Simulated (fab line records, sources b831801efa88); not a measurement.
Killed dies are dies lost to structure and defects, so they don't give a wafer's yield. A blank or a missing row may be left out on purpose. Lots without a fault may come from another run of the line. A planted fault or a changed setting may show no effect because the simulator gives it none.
Which tool did it? | flow gf180mcu | 6 lots, 17 wafers sampled, at 2 steps of a route of 602

WHAT THE GAUGES READ, wafer by wafer
GF_V2_RS_MEAS_24: measures by four-point-probe.
lot  | measured     | on            | V2_W_RS (ohm/sq)
L251 | day 20 22:05 | film_metro-01 | 0.319 0.323 0.331
L254 | day 22 03:33 | film_metro-01 | 0.327 0.323 0.336
L256 | day 23 13:41 | film_metro-03 | 0.330 0.322 0.329
L260 | day 24 15:59 | film_metro-04 | 0.327 0.318
L269 | day 27 00:10 | film_metro-03 | 0.331 0.335 0.330
L271 | day 27 18:02 | film_metro-03 | 0.325 0.324 0.327

WHICH TOOL RAN EACH LOT (tool, then ch and the chambers of the sampled wafers, then the start)
lot  | GF_V2_ETCH_17
L251 | rie_diel-01 ch 0,1,2, day 20 22:05 or earlier
L254 | rie_diel-03 ch 0,1,2, day 22 03:33 or earlier
L256 | rie_diel-02 ch 1,2,3, day 23 13:41 or earlier
L260 | rie_diel-03 ch 0,3, day 24 15:59 or earlier
L269 | rie_diel-03 ch 0,1, day 27 00:10 or earlier
L271 | rie_diel-02 ch 1,2,3, day 27 18:02 or earlier
- GF_V2_ETCH_17: etches SiO2 in C4F8/O2/Ar, stops on TiN, target depth 630 nm.

THE ANSWER, worked out from the rows above alone
Rule: what is usual is taken from the lots themselves. Put in order of their means at a reading, lots are off if they are a third of the lots or fewer, leave a main group of 4 or more, and stand apart from it by a gap of 3 or more times the standard deviation of the main group's means; of several such gaps the widest counts. A main group whose means are all the same, to the digits that the tables above print for the reading, isn't used. A lot without any number at a reading at which 4 lots or more have one is off too. The other lots that the step has rows for count as sound.
No lot is off at any reading shown: from this, nothing can be told.

WHAT THE SIMULATOR HAD PUT IN
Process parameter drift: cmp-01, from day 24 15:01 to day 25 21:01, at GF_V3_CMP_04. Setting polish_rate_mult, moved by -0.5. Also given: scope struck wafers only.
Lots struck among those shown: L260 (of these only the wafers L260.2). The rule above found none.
